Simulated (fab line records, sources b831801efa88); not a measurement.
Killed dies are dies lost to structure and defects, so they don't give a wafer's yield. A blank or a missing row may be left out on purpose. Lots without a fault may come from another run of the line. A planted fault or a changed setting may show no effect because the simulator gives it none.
Which tool did it? | flow gf180mcu | 14 lots, 42 wafers sampled, at 4 steps of a route of 602

WHAT THE GAUGES READ, wafer by wafer
GF_STI_THK_MEAS_04.
lot  | measured    | on            | STI_CVD_03_THK (nm)
L445 | day 1 18:34 | film_metro-04 | 209.3 208.6 208.4
L446 | day 1 23:34 | film_metro-03 | 207.3 205.9 205.8
L447 | day 2 06:31 | film_metro-04 | 205.9 205.3 205.6
L448 | day 2 09:34 | film_metro-03 | 207.7 207.2 206.9
L449 | day 2 14:34 | film_metro-04 | 209.2 207.4 209.8
L452 | day 3 05:35 | film_metro-04 | 207.1 205.9 207.4
L453 | day 3 10:34 | film_metro-04 | 206.4 207.4 207.2
L455 | day 3 21:11 | film_metro-03 | 208.1 208.1 207.6
L457 | day 4 09:07 | film_metro-02 | 208.2 207.6 207.2
L463 | day 5 13:53 | film_metro-02 | 206.8 207.9 207.9
L464 | day 5 18:05 | film_metro-03 | 210.0 208.9 210.5
L465 | day 5 23:29 | film_metro-03 | 204.9 204.3 203.2
L466 | day 6 03:34 | film_metro-02 | 204.8 204.0 205.4
L467 | day 6 10:53 | film_metro-02 | 206.0 206.9 207.4

GF_SALICIDE_RS_MEAS_04: measures by four-point-probe.
lot  | measured     | on            | SALICIDE_TIN_RS (ohm/sq)
L445 | day 15 12:01 | film_metro-04 | 16.5 16.8 16.6
L446 | day 15 21:37 | film_metro-01 | 16.4 15.7 16.4
L447 | day 16 13:05 | film_metro-03 | 16.7 16.0 16.8
L448 | day 16 18:47 | film_metro-03 | 16.4 16.1 16.0
L449 | day 17 04:41 | film_metro-03 | 17.0 16.5 16.7
L452 | day 17 21:17 | film_metro-01 | 16.9 16.4 16.4
L453 | day 18 10:32 | film_metro-03 | 16.0 16.0 15.6
L455 | day 19 07:19 | film_metro-03 | 16.4 16.6 16.2
L457 | day 19 23:07 | film_metro-01 | 15.9 16.4 16.1
L463 | day 22 05:09 | film_metro-03 | 16.8 16.8 16.7
L464 | day 22 07:46 | film_metro-03 | 16.1 16.2 16.1
L465 | day 22 17:10 | film_metro-03 | 15.9 16.1 16.5
L466 | day 22 18:38 | film_metro-03 | 16.4 16.6 16.7
L467 | day 23 03:49 | film_metro-03 | 16.0 16.4 16.2

GF_CONTACT_THK_MEAS_03.
lot  | measured     | on            | CONTACT_CVD_02_THK (nm)
L445 | day 15 12:48 | film_metro-01 | 856 880 871
L446 | day 15 22:15 | film_metro-02 | 855 870 858
L447 | day 16 13:44 | film_metro-02 | 844 854 868
L448 | day 16 19:28 | film_metro-02 | 828 854 856
L449 | day 17 05:20 | film_metro-02 | 850 872 867
L452 | day 17 21:56 | film_metro-02 | 848 883 871
L453 | day 18 11:17 | film_metro-04 | 854 845 866
L455 | day 19 07:57 | film_metro-01 | 884 874 885
L457 | day 19 23:50 | film_metro-01 | 850 853 854
L463 | day 22 05:47 | film_metro-02 | 862 862 872
L464 | day 22 08:31 | film_metro-04 | 865 875 881
L465 | day 22 17:49 | film_metro-04 | 842 879 858
L466 | day 22 19:16 | film_metro-01 | 861 856 838
L467 | day 23 04:31 | film_metro-01 | 860 864 853

WHICH TOOL RAN EACH LOT (tool, then ch and the chambers of the sampled wafers, then the start)
lot  | GF_VT_IMPLANT_SOFTBAKE_14
L445 | litho_track-02 ch 0, day 6 05:00
L446 | litho_track-04 ch 0, day 6 10:20
L447 | litho_track-03 ch 0, day 6 18:06
L448 | litho_track-02 ch 0, day 6 22:23
L449 | litho_track-03 ch 0, day 7 03:10
L452 | litho_track-04 ch 0, day 7 22:52
L453 | litho_track-04 ch 0, day 8 05:44
L455 | litho_track-04 ch 0, day 8 18:52
L457 | litho_track-03 ch 0, day 9 11:13
L463 | litho_track-02 ch 0, day 10 22:44
L464 | litho_track-03 ch 0, day 11 05:15
L465 | litho_track-02 ch 0, day 11 10:38
L466 | litho_track-04 ch 0, day 11 14:50
L467 | litho_track-04 ch 0, day 11 22:12
- GF_VT_IMPLANT_SOFTBAKE_14: time 60 s.

WHAT THE TOOLS THEMSELVES READ (means of the sampled wafers that have a number; where no wafer has one, the mark that the record gives instead)
GF_VT_IMPLANT_SOFTBAKE_14.
lot  | tool           | run_length_s (s)
L445 | litho_track-02 | 89.3
L446 | litho_track-04 | 88.6
L447 | litho_track-03 | 89.1
L448 | litho_track-02 | 89.3
L449 | litho_track-03 | 89.2
L452 | litho_track-04 | 88.7
L453 | litho_track-04 | 97.1
L455 | litho_track-04 | 97.0
L457 | litho_track-03 | 89.1
L463 | litho_track-02 | 89.4
L464 | litho_track-03 | 89.1
L465 | litho_track-02 | 89.3
L466 | litho_track-04 | 88.8
L467 | litho_track-04 | 88.7

THE ANSWER, worked out from the rows above alone
Rule: what is usual is taken from the lots themselves. Put in order of their means at a reading, lots are off if they are a third of the lots or fewer, leave a main group of 4 or more, and stand apart from it by a gap of 3 or more times the standard deviation of the main group's means; of several such gaps the widest counts. A main group whose means are all the same, to the digits that the tables above print for the reading, isn't used. A lot without any number at a reading at which 4 lots or more have one is off too. The other lots that the step has rows for count as sound. The gauges are gone through in route order, then the tools' own readings, and for those a lot's mean is taken as printed above. The first step at which some lot is off is used, and at that step the reading that is off furthest; a lot without a number counts as furthest.
Off: L453, L455, at GF_VT_IMPLANT_SOFTBAKE_14 (run_length_s). The main group: mean 89.0 s, standard deviation 0.27.
A tool fits if, at that step or a process step before it, it ran every lot that is off, and no sound lot after the first of them. None of those tried fits.

WHAT THE SIMULATOR HAD PUT IN
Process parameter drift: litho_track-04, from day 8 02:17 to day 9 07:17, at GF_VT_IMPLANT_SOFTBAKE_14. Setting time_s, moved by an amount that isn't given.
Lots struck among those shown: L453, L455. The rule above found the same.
